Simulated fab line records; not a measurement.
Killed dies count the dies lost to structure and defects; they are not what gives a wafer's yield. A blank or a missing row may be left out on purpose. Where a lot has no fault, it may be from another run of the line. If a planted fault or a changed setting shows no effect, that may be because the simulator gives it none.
A struck lot beside a sound one	flow gf180mcu	32 out of 602 route steps
Sound: wafers L841.1, L841.2, L841.4. Wafers L824.4, L824.5, L824.6 were the ones struck. At the end, the cause is stated.
Per side, at each step with rows, come the tool, then ch with its chambers, and then its first start. Under that, the readings that differ: sound wafers	struck wafers	difference of the means	sigmas: that difference in standard deviations of wafers without a fault.
alike: words and numbers the same on both sides, and readings whose means are apart by under 2 such deviations; not compared: readings that were withheld, readings missing a value for some wafer, numbers with overlapping values and no deviation given by the record, and bounds like >300 which may hide the same value.
The two part at a step that has a row with sigmas, a row that says differs or no value, or rows on one side only. Non-overlapping numbers with no deviation appear without sigmas and do not part them. Lack of a reading on every wafer of one side parts them only where that side has two or more wafers.

first, 8 steps without rows for these wafers: GF_SAB_CVD_00 (deposits SiO2 from TEOS, target thk 50 nm, time 4.9302 s); GF_SAB_DEHYDRATE_02 (time 60 s); GF_SAB_HMDS_03 (prime time 60 s); GF_SAB_COAT_04 (resist thk 1000 nm); GF_SAB_SOFTBAKE_05 (time 60 s); GF_SAB_EXPOSE_06 (exposes mask SAB, target cd 420 nm); GF_SAB_PEB_07; GF_SAB_DEVELOP_08 (develop time 60 s).
GF_SAB_ETCH_11: etches SiO2 in C4F8/O2/Ar, target depth 55 nm, time 8.5 s.
  sound on rieDiel-03 ch 0,2,3, day 23 02:17; struck on rieDiel-01 ch 0,1,3, day 17 01:53
reading	sound	struck	difference	sigmas
rfHoursCounterH (h)	21 3 6	- - -	no value on the struck wafers	
  alike: oesProductAu
then, 22 steps without rows for these wafers: GF_SAB_WET_ETCH_12 (etches SiO2 in dHF, target depth 22 nm, time 440 s); GF_SAB_STRIP_13 (strips in O2/N2); GF_SALICIDE_CLEAN_00 (cleans in SC1/SC2, time 150 s); GF_SALICIDE_WET_ETCH_01 (etches SiO2 in dHF, target depth 5 nm, time 100 s); GF_SALICIDE_SPUTTER_02 (material Co, target thk 10 nm, time 20 s); GF_SALICIDE_SPUTTER_03 (material TiN, target thk 20 nm, time 16.7 s); GF_SALICIDE_RTA_06 (time 30 s); GF_SALICIDE_WET_ETCH_07 (etches the open film in SPM, target depth 120 nm); GF_SALICIDE_RTA_08 (time 30 s); GF_CONTACT_CVD_00 (deposits SiO2, target thk 300 nm, time 50 s); GF_CONTACT_CVD_02 (deposits SiO2 from TEOS, target thk 860 nm, time 95.992 s); GF_CONTACT_CMP_04 (polishes SiO2); GF_CONTACT_DEHYDRATE_06 (time 60 s); GF_CONTACT_HMDS_07 (prime time 60 s); GF_CONTACT_COAT_08; GF_CONTACT_COAT_09 (resist thk 1000 nm); GF_CONTACT_SOFTBAKE_10 (time 60 s); GF_CONTACT_EXPOSE_11 (exposes mask Contact, target cd 220 nm); GF_CONTACT_PEB_12 (peb time 90 s); GF_CONTACT_DEVELOP_13 (develop time 60 s); GF_CONTACT_ETCH_16 (etches BARC in N2/H2); GF_CONTACT_ETCH_17 (etches SiO2 in C4F8/O2/Ar, stops on CoSi2, target depth 860 nm).
-- the record jumps here: 14 days lie between the struck wafers' starts before and after (it left off in module CONTACT and takes up again in module PASSIVATION, whose first step shown is number 602 of the route) --
GF_PASSIVATION_PROBE_99:
  rows exist in the record for the struck wafers here (prober-02, day 30 20:05), but not for the sound ones

== WHERE THEY PART ==
Last at GF_PASSIVATION_PROBE_99 as far as this record goes, first at GF_SAB_ETCH_11.

WHY: whatever the simulator had introduced
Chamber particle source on rieDiel-01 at GF_SAB_ETCH_11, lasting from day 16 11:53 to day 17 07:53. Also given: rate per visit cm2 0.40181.
